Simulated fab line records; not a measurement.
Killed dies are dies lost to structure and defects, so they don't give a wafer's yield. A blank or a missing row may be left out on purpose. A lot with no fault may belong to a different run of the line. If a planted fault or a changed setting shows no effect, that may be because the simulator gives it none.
Which tool was responsible?    flow gf180mcu    8 lots, 24 wafers sampled, at 3 steps of a route of 602

WHAT THE GAUGES SHOWED, per wafer
GF_DUAL_GATE_OVL_MEAS_11.
lot   measured      on          DUAL_GATE_OVL (nm)
L945  day 8 09:08   overlay-01  2.0 3.1 2.4
L946  day 8 14:26   overlay-02  -0.6 -1.5 -2.2
L947  day 8 20:14   overlay-02  1.7 -0.7 -0.1
L948  day 9 02:29   overlay-02  -0.2 -0.9 0.6
L956  day 11 11:44  overlay-02  8.9 7.6 6.8 8.9 7.9 6.6
L957  day 11 17:42  overlay-02  8.6 6.6 8.2 8.3 6.9 8.4
L958  day 12 00:43  overlay-01  1.6 -0.7 -0.5
L960  day 12 14:56  overlay-02  -0.8 -1.6 -0.4

WHAT TOOL EACH LOT RAN ON (gives the tool, then ch and the chambers of the sampled wafers, and finally the start)
lot   GF_NWELL_STRIP_10                   GF_DUAL_GATE_EXPOSE_08
L945  plasmaAsher-02 ch 0,1, day 3 09:31  ilineStepper-02 ch 0, day 8 01:07
L946  plasmaAsher-01 ch 0,1, day 3 12:49  ilineStepper-02 ch 0, day 8 06:02
L947  plasmaAsher-03 ch 0,1, day 3 18:07  ilineStepper-02 ch 0, day 8 11:53
L948  plasmaAsher-03 ch 0,1, day 4 00:06  ilineStepper-02 ch 0, day 8 18:05
L956  plasmaAsher-02 ch 0,1, day 5 20:48  ilineStepper-01 ch 0, day 11 02:19
L957  plasmaAsher-01 ch 0,1, day 6 00:54  ilineStepper-01 ch 0, day 11 08:17
L958  plasmaAsher-02 ch 0, day 6 05:31    ilineStepper-02 ch 0, day 11 15:40
L960  plasmaAsher-02 ch 0,1, day 6 16:55  ilineStepper-02 ch 0, day 12 05:29
- GF_NWELL_STRIP_10: strips in O2/N2.
- GF_DUAL_GATE_EXPOSE_08: exposes mask Dualgate, target cd 700 nm.

THE ANSWER, worked out from the rows above alone
Rule: the lots themselves supply what counts as usual. The widest of any qualifying gaps counts: lots, ordered by their means at a reading, are off when they make up no more than a third of the lots, leave a main group of 4 or more, and stand apart from it by 3 or more times the standard deviation of that group's means. A main group whose means are all the same, to the digits that the tables above print for the reading, isn't used. A lot without any number at a reading at which 4 lots or more have one is off too. The other lots that the step has rows for count as sound.
Off: L956, L957, at GF_DUAL_GATE_OVL_MEAS_11 (DUAL_GATE_OVL). For the main group the mean is 0.1 nm and the standard deviation 1.2.
If a tool, at a process step before that reading, ran all the lots that are off and no sound lot after the first of them, it fits. Those tools and the gauges at GF_DUAL_GATE_OVL_MEAS_11 are tried in the same way. One fits: ilineStepper-01 at GF_DUAL_GATE_EXPOSE_08. It ran no sound lot before its first lot that is off in this sample, so the start can't be narrowed down.

WHAT HAD BEEN PUT IN BY THE SIMULATOR
Scanner matching overlay: ilineStepper-01, from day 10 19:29 on, at GF_DUAL_GATE_EXPOSE_08. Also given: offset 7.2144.
Struck lots among those shown: L956, L957. The rule above reached the same finding.
